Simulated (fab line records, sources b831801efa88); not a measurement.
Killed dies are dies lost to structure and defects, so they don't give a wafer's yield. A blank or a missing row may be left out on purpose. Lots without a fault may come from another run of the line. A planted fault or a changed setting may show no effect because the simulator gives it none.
Problem report in the 8D (eight disciplines) form, filled by code | flow sky130 | the parts of the form that need people (team, actions taken, sign-off) are left out

1. THE PROBLEM
dose_ions_cm2 at SKY_LDD_LDN_IMPLANT_09 reads a mean of 1.1818e+13 on 6 wafers of 2 lots; wafers without a fault read 1.2501e+13 with a standard deviation of 1.3e+10. That is -53 standard deviations from the usual mean.
First seen on wafer L997.2, day 27 21:02, on implanter-02. The record holds 39 wafers of 13 lots with a number at this step. Rule for "out", or "out of limits": more than 4 standard deviations from the usual mean. The other wafers with a number count as sound.

2. WHAT IT IS AND WHAT IT IS NOT
question                    | is                     | is not
which readings at this step | dose_ions_cm2          | -
which lots                  | L997, L998             | L102, L103, L982, L983, L985, L986, L988, L990, L991, L993, L994
which wafers of those lots  | all that have a number | -
read on which tools         | implanter-02           | implanter-03
when                        | from day 27 21:02      | up to then (27 sound wafers); but 6 sound wafers of L102, L103 came after

3. SUSPECTS, AND WHAT RULES EACH OUT
Counting: a tool at a process step up to the reading stays a suspect if it ran every lot that is out and no sound lot after the first of them.
- plasma_asher-04 at SKY_LDD_HVP_STRIP_09 (strips in O2/N2): ruled out as a lasting fault. Sound lots L102, L103 ran on it after its first lot that is out, L997 (day 26 15:58).
- implanter-02 at SKY_LDD_LDN_IMPLANT_09: kept. It ran every lot that is out, first L997 (day 27 21:02), and no sound lot after that; its last sound lot up to then is L993 (day 26 17:04). Its own readings are out on those wafers: dose_ions_cm2.
Left after counting: implanter-02 at SKY_LDD_LDN_IMPLANT_09.

4. THE CAUSE (what the simulator had put in)
Process parameter drift: implanter-02, from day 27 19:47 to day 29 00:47, at SKY_LDD_LDN_IMPLANT_09. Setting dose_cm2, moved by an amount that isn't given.
Counting left only this tool.

5. THE CHAIN OF EFFECTS, in route order
Each row: a reading whose mean over the struck wafers that have a number lies more than 3 standard deviations from the usual. Only readings for which the record gives a usual standard deviation are gone through. hours: the time from each lot's start at the first step in this table that gives one to its start at this step, as a median over the lots. sigmas: the change in usual standard deviations.
hours | step                   | reading       | usual      | on struck wafers | change      | sigmas
0     | SKY_LDD_LDN_IMPLANT_09 | dose_ions_cm2 | 1.2501e+13 | 1.1818e+13       | -6.8283e+11 | -53
The process steps in it:
- SKY_LDD_LDN_IMPLANT_09

6. WHAT WOULD HAVE CAUGHT IT SOONER
In this record the first reading out of limits was taken at day 27 21:02, 1 hour after the fault began at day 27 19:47.
